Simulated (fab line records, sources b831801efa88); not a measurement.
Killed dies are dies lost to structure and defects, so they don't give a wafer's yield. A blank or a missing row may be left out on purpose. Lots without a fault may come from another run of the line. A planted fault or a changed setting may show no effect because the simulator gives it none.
Problem report in the 8D (eight disciplines) form, filled by code | flow gf180mcu | the parts of the form that need people (team, actions taken, sign-off) are left out

1. THE PROBLEM
M2_ALCU_RS at GF_M2_RS_MEAS_05 reads a mean of 0.0530 ohm/sq on 6 wafers of 2 lots; wafers without a fault read 0.0696 ohm/sq with a standard deviation of 0.00073. That is -23 standard deviations from the usual mean.
The step: measures by four-point-probe.
First seen on wafer L751.1, day 23 03:01, on film_metro-02. The record holds 33 wafers of 11 lots with a number at this step. Rule for "out", or "out of limits": more than 4 standard deviations from the usual mean. The other wafers with a number count as sound.

2. WHAT IT IS AND WHAT IT IS NOT
question                    | is                           | is not
which readings at this step | M2_ALCU_RS                   | -
which lots                  | L751, L753                   | L739, L740, L744, L747, L750, L758, L760, L761, L762
which wafers of those lots  | all that have a number       | -
read on which gauges        | film_metro-01, film_metro-02 | film_metro-03
when                        | from day 23 03:01            | up to then (15 sound wafers); but 12 sound wafers of L758, L760, L761, L762 came after

3. SUSPECTS, AND WHAT RULES EACH OUT
Counting: a tool at a process step up to the reading stays a suspect if it ran every lot that is out and no sound lot after the first of them.
- the gauge at GF_M2_RS_MEAS_05: ruled out. The wafers that are out were read on 2 gauges (film_metro-01, film_metro-02).
- pvd_sputter-04 at GF_M2_SPUTTER_01 (material TiN, target thk 30 nm, time 25 s): kept. It ran every lot that is out, first L751 (day 23 02:53), and no sound lot after that; its last sound lot up to then is L750 (day 22 07:59).
- pvd_sputter-04 at GF_M2_SPUTTER_02 (material AlCu, target thk 450 nm, time 23.9 s): kept. It ran every lot that is out, first L751 (day 23 02:55), and no sound lot after that; its last sound lot up to then is L750 (day 22 08:01). Its own readings are out on those wafers: cathode_dc_power_W.
- pvd_sputter-04 at GF_M2_SPUTTER_03 (material Ti, target thk 10 nm, time 6.7 s): kept. It ran every lot that is out, first L751 (day 23 02:57), and no sound lot after that; its last sound lot up to then is L750 (day 22 08:03).
Left after counting: pvd_sputter-04 at GF_M2_SPUTTER_01, pvd_sputter-04 at GF_M2_SPUTTER_02, pvd_sputter-04 at GF_M2_SPUTTER_03.

4. THE CAUSE (what the simulator had put in)
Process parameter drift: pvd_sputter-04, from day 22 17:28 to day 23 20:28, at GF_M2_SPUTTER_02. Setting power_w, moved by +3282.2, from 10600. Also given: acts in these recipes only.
Counting left 3 suspects, and this tool is among them.

5. THE CHAIN OF EFFECTS, in route order
Each row: a reading whose mean over the struck wafers that have a number lies more than 3 standard deviations from the usual. Only readings for which the record gives a usual standard deviation are gone through. hours: the time from each lot's start at the first step in this table that gives one to its start at this step, as a median over the lots. sigmas: the change in usual standard deviations.
hours | step                    | reading              | usual         | on struck wafers | change  | sigmas
0     | GF_M2_SPUTTER_02        | cathode_dc_power_W   | 10600 W       | 13883            | +3283   | +99 or more
0     | GF_M2_RS_MEAS_05        | M2_ALCU_RS           | 0.0696 ohm/sq | 0.0530           | -0.0166 | -23
0     | GF_M2_THK_MEAS_06       | M2_ALCU_THK          | 458 nm        | 601              | +143    | +27
231   | GF_PASSIVATION_PROBE_99 | defect_limited_yield | 90.3 %        | 71.2             | -19.1   | -13
231   | GF_PASSIVATION_PROBE_99 | killed_at_M0_to_M3   | 21            | 115              | +94     | +20
231   | GF_PASSIVATION_PROBE_99 | killed_dies          | 48            | 142              | +94     | +13
231   | GF_PASSIVATION_PROBE_99 | killed_on_rim        | 9.4           | 29.7             | +20.3   | +7.2
231   | GF_PASSIVATION_PROBE_99 | sort_bin_3_pad_short | 0.5 %         | 19.6             | +19.1   | +58
231   | GF_PASSIVATION_PROBE_99 | sort_n_pass          | 444           | 350              | -94     | -13
231   | GF_PASSIVATION_PROBE_99 | sort_yield_pct       | 90.3 %        | 71.2             | -19.1   | -13
The process steps in it:
- GF_M2_SPUTTER_02: material AlCu, target thk 450 nm, time 23.9 s.
- GF_PASSIVATION_PROBE_99

6. WHAT WOULD HAVE CAUGHT IT SOONER
In this record the first reading out of limits at a measuring or inspecting step was taken at day 23 03:01, 10 hours after the fault began at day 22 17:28.
The tool's own readings at GF_M2_SPUTTER_02 were out on every struck wafer that the step has a row for (cathode_dc_power_W): an alarm limit on them would have fired on the first of those.
Of the lots that are out (2), L753 began GF_M2_SPUTTER_02 on pvd_sputter-04 after day 23 03:01. A hold on the tool at that time would have spared it.
